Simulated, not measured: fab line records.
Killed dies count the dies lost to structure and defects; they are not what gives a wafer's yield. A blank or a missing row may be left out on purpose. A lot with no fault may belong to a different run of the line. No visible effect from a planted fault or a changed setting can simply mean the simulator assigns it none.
fab line records ; flow gf180mcu
[record] lots = 13; wafers = 39; last-day = 34
route steps=602 shown VT_IMPLANT@97 SAB@277 M1@329
lots untouched by any fault: they come from a run of this same line in which no faults occurred
start-h: hours from the record's opening day to when the first of the lot's shown wafers began ; wait-h: hours elapsed since this lot's preceding step ; " identical to the entry in the row above ; L1.1+2: one row covering several wafers at once ; - no value, or no start given ; * or withheld: withheld ; < > ~ a bound
route shown NAME@n: a module of which the file shows steps, and the number in the route of the first ; usual: mean/standard deviation of fault-free wafers ; same: alike in all rows ; chamber/n: place in a boat ; sites: each site's reading ; _std_site: their standard deviation ; _edge_site: the outer-site mean with the inner-site mean subtracted ; radius-mm: for every site, how far away it sits from the centre of the wafer ; mask NAME#n: copy n ; behind: the tool/chamber that last shaped the wafer ; hold: cause of the lot's hold/its duration in hours/its outcome ; device: the transistor (n, p or np) that didn't switch ; end of line: the tests these same wafers got at the end of their route ; step lacking rows: just its recipe ; killed: dies lost to structure and defects at the first sort, not the wafer's yield ; map: per-die view of a wafer (x killed, . not killed, _ where there is no die)
set.NAME: the setting the step ran with; set.NAME@STEP: the setting that earlier step ran with ; model.NAME: the simulator's own value behind a step, which no gauge read
the route's steps for a sample of lots (tables are steps, rows are wafers)
services: a tool's chamber out of use, with start hour (start-h, from the record's first day; less than 0 if before it), hours out, and reason
[[steps]]
[step GF_VT_IMPLANT_OVL_MEAS_07]
[usual] VT_IMPLANT_OVL = 0.8/1.5
lot.wafer;tool;chamber;start-h;wait-h;VT_IMPLANT_OVL[nm]
L825.2;overlay-02;-;110.83;0.1;2.9
L825.4;overlay-02;-;110.83;0.1;2.1
L825.6;overlay-02;-;110.83;0.1;2.0
L826.1;overlay-02;-;118.82;0.1;0.9
L826.5;overlay-02;-;118.82;0.1;-0.7
L826.6;overlay-02;-;118.82;0.1;0.1
L827.1;overlay-02;-;122.82;0.1;2.4
L827.2;overlay-02;-;122.82;0.1;1.9
L827.6;overlay-02;-;122.82;0.1;2.4
L828.1;overlay-02;-;128.65;0.1;-1.5
L828.2;overlay-02;-;128.65;0.1;1.0
L828.3;overlay-02;-;128.65;0.1;0.3
L829.1;overlay-01;-;134.07;0.1;1.2
L829.2;overlay-01;-;134.07;0.1;1.5
L829.3;overlay-01;-;134.07;0.1;1.2
L831.1;overlay-01;-;147.17;0.1;0.0
L831.5;overlay-01;-;147.17;0.1;2.0
L831.6;overlay-01;-;147.17;0.1;0.2
L832.1;overlay-02;-;154.22;0.1;-3.4
L832.2;overlay-02;-;154.22;0.1;-1.3
L832.6;overlay-02;-;154.22;0.1;-1.9
L833.3;overlay-01;-;161.22;0.1;1.9
L833.4;overlay-01;-;161.22;0.1;2.3
L833.5;overlay-01;-;161.22;0.1;2.8
L834.1;overlay-02;-;165.17;0.1;0.6
L834.5;overlay-02;-;165.17;0.1;3.1
L834.6;overlay-02;-;165.17;0.1;0.2
L838.4;overlay-02;-;192.72;0.1;-1.2
L838.5;overlay-02;-;192.72;0.1;1.9
L838.6;overlay-02;-;192.72;0.1;-0.2
L846.1;overlay-01;-;241.00;0.1;-0.8
L846.3;overlay-01;-;241.00;0.1;1.8
L846.5;overlay-01;-;241.00;0.1;-1.2
L847.2;overlay-01;-;245.22;0.1;-0.2
L847.4;overlay-01;-;245.22;0.1;-0.3
L847.5;overlay-01;-;245.22;0.1;-0.7
L848.1;overlay-01;-;256.17;0.1;0.9
L848.3;overlay-01;-;256.17;0.1;2.2
L848.5;overlay-01;-;256.17;0.1;0.1
[step GF_VT_IMPLANT_IMPLANT_41]
[recipe] species = As; energy-kev = 70; dose-cm2 = 1.013e+12; tilt-deg = 7
[usual] beam-energy-keV = 70.001/0.02; tilt-deg = 6.996/0.022
lot.wafer;tool;chamber;start-h;wait-h;beam-energy-keV;tilt-deg
L825.2;implanter-03;0;155.18;0.0;70.019;6.946
L825.4;implanter-03;0;155.18;0.0;70.016;6.990
L825.6;implanter-03;0;155.18;0.0;70.011;7.003
L826.1;implanter-04;0;164.61;0.0;70.031;7.005
L826.5;implanter-04;0;164.61;0.0;70.027;6.989
L826.6;implanter-04;0;164.61;0.0;70.027;7.045
L827.1;implanter-03;0;170.00;0.0;70.013;6.992
L827.2;implanter-03;0;170.00;0.0;70.016;6.977
L827.6;implanter-03;0;170.00;0.0;69.987;6.995
L828.1;implanter-04;0;175.94;0.0;69.984;7.001
L828.2;implanter-04;0;175.94;0.0;69.986;6.988
L828.3;implanter-04;0;175.94;0.0;70.013;6.992
L829.1;implanter-04;0;181.39;0.0;69.997;7.016
L829.2;implanter-04;0;181.39;0.0;70.021;6.991
L829.3;implanter-04;0;181.39;0.0;70.031;7.004
L831.1;implanter-01;0;196.14;0.0;70.020;6.991
L831.5;implanter-01;0;196.14;0.0;70.035;6.994
L831.6;implanter-01;0;196.14;0.0;70.005;6.962
L832.1;implanter-04;0;204.45;0.0;69.978;7.006
L832.2;implanter-04;0;204.45;0.0;70.018;6.975
L832.6;implanter-04;0;204.45;0.0;70.023;7.002
L833.3;implanter-04;0;211.65;0.1;69.984;7.005
L833.4;implanter-04;0;211.65;0.1;69.979;6.959
L833.5;implanter-04;0;211.65;0.1;70.004;6.984
L834.1;implanter-04;0;215.80;0.0;55.652;7.014
L834.5;implanter-04;0;215.80;0.0;55.620;6.959
L834.6;implanter-04;0;215.80;0.0;55.611;6.998
L838.4;implanter-04;0;247.17;0.1;55.622;7.040
L838.5;implanter-04;0;247.17;0.1;55.582;7.028
L838.6;implanter-04;0;247.17;0.1;55.617;7.015
L846.1;implanter-03;0;299.40;0.0;70.010;6.957
L846.3;implanter-03;0;299.40;0.0;70.003;6.968
L846.5;implanter-03;0;299.40;0.0;70.033;6.972
L847.2;implanter-01;0;304.07;0.0;69.989;6.979
L847.4;implanter-01;0;304.07;0.0;70.018;6.997
L847.5;implanter-01;0;304.07;0.0;69.978;6.979
L848.1;implanter-03;0;315.70;0.0;69.970;7.018
L848.3;implanter-03;0;315.70;0.0;69.957;6.996
L848.5;implanter-03;0;315.70;0.0;69.991;7.016
[step GF_VT_IMPLANT_TW_MEAS_43]
[usual] VT_IMPLANT_4_TW = 688/5.1
lot.wafer;tool;chamber;start-h;wait-h;hold;VT_IMPLANT_4_TW
L825.2;film-metro-03;-;155.42;0.1;-;683
L825.4;film-metro-03;-;155.42;0.1;-;689
L825.6;film-metro-03;-;155.42;0.1;-;686
L826.1;film-metro-01;-;164.86;0.1;-;688
L826.5;film-metro-01;-;164.86;0.1;-;685
L826.6;film-metro-01;-;164.86;0.1;-;688
L827.1;film-metro-04;-;170.25;0.1;-;692
L827.2;film-metro-04;-;170.25;0.1;-;692
L827.6;film-metro-04;-;170.25;0.1;-;690
L828.1;film-metro-04;-;176.19;0.1;-;688
L828.2;film-metro-04;-;176.19;0.1;-;689
L828.3;film-metro-04;-;176.19;0.1;-;690
L829.1;film-metro-03;-;181.64;0.1;-;686
L829.2;film-metro-03;-;181.64;0.1;-;687
L829.3;film-metro-03;-;181.64;0.1;-;686
L831.1;film-metro-03;-;196.39;0.1;-;681
L831.5;film-metro-03;-;196.39;0.1;-;680
L831.6;film-metro-03;-;196.39;0.1;-;674
L832.1;film-metro-01;-;204.70;0.1;-;691
L832.2;film-metro-01;-;204.70;0.1;-;690
L832.6;film-metro-01;-;204.70;0.1;-;689
L833.3;film-metro-04;-;211.87;0.1;-;691
L833.4;film-metro-04;-;211.87;0.1;-;692
L833.5;film-metro-04;-;211.87;0.1;-;691
L834.1;film-metro-01;-;216.05;0.1;await-dispo/0.2h/release;645
L834.5;film-metro-01;-;216.05;0.1;await-dispo/0.2h/release;645
L834.6;film-metro-01;-;216.05;0.1;await-dispo/0.2h/release;644
L834.1;film-metro-01;-;216.28;0.2;-;647
L834.5;film-metro-01;-;216.28;0.2;-;649
L834.6;film-metro-01;-;216.28;0.2;-;644
L838.4;film-metro-04;-;247.38;0.1;await-dispo/0.2h/release;649
L838.5;film-metro-04;-;247.38;0.1;await-dispo/0.2h/release;645
L838.6;film-metro-04;-;247.38;0.1;await-dispo/0.2h/release;648
L838.4;film-metro-04;-;247.71;0.3;-;644
L838.5;film-metro-04;-;247.71;0.3;-;647
L838.6;film-metro-04;-;247.71;0.3;-;644
L846.1;film-metro-03;-;299.65;0.1;-;688
L846.3;film-metro-03;-;299.65;0.1;-;683
L846.5;film-metro-03;-;299.65;0.1;-;685
L847.2;film-metro-03;-;304.31;0.1;-;685
L847.4;film-metro-03;-;304.31;0.1;-;686
L847.5;film-metro-03;-;304.31;0.1;-;687
L848.1;film-metro-04;-;315.95;0.1;-;693
L848.3;film-metro-04;-;315.95;0.1;-;692
L848.5;film-metro-04;-;315.95;0.1;-;692
[step GF_SAB_STRIP_13]
[recipe] chemistry = O2/N2; power-w = 1400; pressure-mtorr = 1500; platen-temp-c = 250; o2-flow-sccm = 3000; n2-flow-sccm = 300; overash-fraction = 0.5
[usual] drypump-motor-current-A = 5.8/0.48; heater-power-w = 345/40; oes-product-au = 0.710/0.0046; strip-time-to-endpoint-s = 12.61/0.032
lot.wafer;tool;chamber;start-h;wait-h;drypump-motor-current-A;heater-power-w;oes-product-au;rf-hours-counter-h;strip-time-to-endpoint-s
L825.2;plasma-asher-03;1;334.35;0.0;6.3;411;0.712;24;12.65
L825.4;plasma-asher-03;1;334.35;0.0;6.3;395;0.713;-;12.62
L825.6;plasma-asher-03;0;334.35;0.0;5.3;332;0.706;-;12.63
L826.1;plasma-asher-03;1;348.67;0.0;6.3;405;0.706;26;12.59
L826.5;plasma-asher-03;0;348.67;0.0;5.3;342;0.695;-;12.60
L826.6;plasma-asher-03;1;348.67;0.0;6.3;409;0.712;-;12.56
L827.1;plasma-asher-04;0;356.42;0.0;5.1;327;0.711;66;12.61
L827.2;plasma-asher-04;1;356.42;0.0;6.4;317;0.709;66;12.59
L827.6;plasma-asher-04;0;356.42;0.0;5.1;321;0.704;-;12.64
L828.1;plasma-asher-04;0;364.51;0.0;5.1;332;0.710;67;12.60
L828.2;plasma-asher-04;1;364.51;0.0;6.4;318;0.706;67;12.60
L828.3;plasma-asher-04;1;364.51;0.0;6.4;314;0.705;-;12.59
L829.1;plasma-asher-03;1;371.17;0.0;6.3;403;0.703;28;12.64
L829.2;plasma-asher-03;0;371.17;0.0;5.3;337;0.699;28;12.61
L829.3;plasma-asher-03;0;371.17;0.0;5.3;338;0.702;-;12.63
L831.1;plasma-asher-03;1;393.36;0.0;6.3;409;0.719;30;12.61
L831.5;plasma-asher-03;0;393.36;0.0;5.3;336;0.716;-;12.61
L831.6;plasma-asher-03;1;393.36;0.0;6.3;400;0.711;-;12.64
L832.1;plasma-asher-02;0;399.72;0.0;6.0;288;0.706;77;12.60
L832.2;plasma-asher-02;1;399.72;0.0;6.0;344;0.712;77;12.60
L832.6;plasma-asher-02;0;399.72;0.0;6.0;278;0.710;-;12.60
L833.3;plasma-asher-02;0;409.42;0.0;6.0;283;0.700;-;12.59
L833.4;plasma-asher-02;1;409.42;0.0;5.9;347;0.718;-;12.59
L833.5;plasma-asher-02;1;409.42;0.0;6.0;339;0.712;-;12.60
L834.1;plasma-asher-03;0;416.17;0.0;5.3;326;0.708;32;12.56
L834.5;plasma-asher-03;0;416.17;0.0;5.3;342;0.711;-;12.55
L834.6;plasma-asher-03;1;416.17;0.0;6.3;404;0.711;-;12.57
L838.4;plasma-asher-03;0;456.98;0.1;5.3;326;0.713;-;12.58
L838.5;plasma-asher-03;1;456.98;0.1;6.3;402;0.711;-;12.63
L838.6;plasma-asher-03;0;456.98;0.1;5.3;347;0.705;-;12.59
L846.1;plasma-asher-02;0;519.22;0.0;6.0;279;0.712;88;12.59
L846.3;plasma-asher-02;0;519.22;0.0;6.0;285;0.709;-;12.57
L846.5;plasma-asher-02;0;519.22;0.0;6.0;287;0.702;-;12.62
L847.2;plasma-asher-02;1;523.27;0.0;6.0;343;0.713;88;12.62
L847.4;plasma-asher-02;0;523.27;0.0;6.0;284;0.713;-;12.63
L847.5;plasma-asher-02;0;523.27;0.0;6.0;280;0.709;-;12.70
L848.1;plasma-asher-03;0;536.67;0.0;5.3;334;0.710;44;12.62
L848.3;plasma-asher-03;0;536.67;0.0;5.3;334;0.708;-;12.64
L848.5;plasma-asher-03;1;536.67;0.0;6.3;409;0.716;-;12.64
[step GF_M1_CD_MEAS_14]
[recipe] target-cd-nm = 230
[usual] cd-nm = 230.0/1.1
lot.wafer;tool;chamber;start-h;wait-h;cd-nm
L825.2;cd-sem-02;-;381.09;0.1;229.7
L825.4;cd-sem-02;-;381.09;0.1;229.8
L825.6;cd-sem-02;-;381.09;0.1;229.9
L826.1;cd-sem-02;-;397.15;0.1;230.2
L826.5;cd-sem-02;-;397.15;0.1;229.8
L826.6;cd-sem-02;-;397.15;0.1;229.1
L827.1;cd-sem-01;-;404.15;0.1;229.0
L827.2;cd-sem-01;-;404.15;0.1;229.8
L827.6;cd-sem-01;-;404.15;0.1;229.4
L828.1;cd-sem-02;-;413.57;0.1;229.0
L828.2;cd-sem-02;-;413.57;0.1;229.3
L828.3;cd-sem-02;-;413.57;0.1;229.1
L829.1;cd-sem-01;-;420.65;0.1;228.1
L829.2;cd-sem-01;-;420.65;0.1;227.1
L829.3;cd-sem-01;-;420.65;0.1;227.4
L831.1;cd-sem-01;-;442.95;0.1;230.4
L831.5;cd-sem-01;-;442.95;0.1;230.8
L831.6;cd-sem-01;-;442.95;0.1;230.9
L832.1;cd-sem-01;-;449.95;0.1;228.5
L832.2;cd-sem-01;-;449.95;0.1;229.6
L832.6;cd-sem-01;-;449.95;0.1;229.1
L833.3;cd-sem-01;-;459.84;0.1;229.6
L833.4;cd-sem-01;-;459.84;0.1;228.5
L833.5;cd-sem-01;-;459.84;0.1;228.8
L834.1;cd-sem-02;-;468.16;0.1;231.2
L834.5;cd-sem-02;-;468.16;0.1;231.5
L834.6;cd-sem-02;-;468.16;0.1;231.2
L838.4;cd-sem-02;-;507.72;0.1;229.7
L838.5;cd-sem-02;-;507.72;0.1;229.7
L838.6;cd-sem-02;-;507.72;0.1;230.5
L846.1;cd-sem-02;-;566.96;0.1;231.6
L846.3;cd-sem-02;-;566.96;0.1;230.4
L846.5;cd-sem-02;-;566.96;0.1;230.7
L847.2;cd-sem-01;-;571.88;0.1;231.1
L847.4;cd-sem-01;-;571.88;0.1;232.6
L847.5;cd-sem-01;-;571.88;0.1;230.4
L848.1;cd-sem-01;-;584.10;0.1;229.6
L848.3;cd-sem-01;-;584.10;0.1;230.9
L848.5;cd-sem-01;-;584.10;0.1;230.7
[[services]]
tool;chamber;start-h;hours;kind
implanter-03;-;160.66;3.8;pm
implanter-03;-;166.09;1.9;repair
implanter-04;-;171.03;0.9;repair
implanter-03;-;172.57;2.6;pm
implanter-03;-;177.63;3.0;repair
implanter-03;-;189.54;1.2;repair
implanter-03;-;214.30;1.1;repair
implanter-04;-;243.92;3.1;pm
implanter-04;-;257.68;4.9;repair
plasma-asher-04;-;263.09;75.3;repair
implanter-01;-;279.96;5.5;repair
plasma-asher-02;-;336.44;2.9;repair
implanter-01;-;338.70;3.8;pm
implanter-04;-;365.09;3.8;repair
implanter-04;-;372.37;5.0;pm
plasma-asher-03;-;374.70;2.8;pm
implanter-01;-;399.01;0.9;repair
implanter-04;-;418.98;19.4;repair
plasma-asher-02;-;455.14;2.8;pm
implanter-03;-;465.49;2.3;repair
plasma-asher-02;-;484.79;15.6;pm
implanter-04;-;497.05;151.9;pm
plasma-asher-03;-;521.65;10.7;repair
plasma-asher-02;-;527.84;0.5;repair
[[key]]
[first-sign] step = GF_VT_IMPLANT_IMPLANT_41; reading = beam-energy-keV; direction = down; sigmas = 99+; usual = 70.001; struck = 55.617
[effect] step = GF_VT_IMPLANT_TW_MEAS_43; reading = visit; direction = added
[effect] step = GF_VT_IMPLANT_TW_MEAS_43; reading = VT_IMPLANT_4_TW; direction = down; sigmas = 8.2; usual = 688; struck = 646
met-at GF_VT_IMPLANT_IMPLANT_41
struck-lots L834,L838
tester-left-out L834,L838
not-acting-at GF_VT_IMPLANT_OVL_MEAS_07,GF_SAB_STRIP_13,GF_M1_CD_MEAS_14
onset-between 211.65 215.80
[fault] kind = process-parameter-drift; tool = implanter-04; chamber = -; onset-h = 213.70; steps = GF_VT_IMPLANT_IMPLANT_41; channel = energy-kev; offset = -14.399; shape = step; end-h = 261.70; acts-in = these-recipes-only; stated = 70
// tester-left-out: of these lots the tester's yield and bins aren't shown, on N5 and GAA mostly nor the transistor test; their killed dies are dies lost to structure and defects alone, not to doping, threshold or leakage, so they don't give the yield
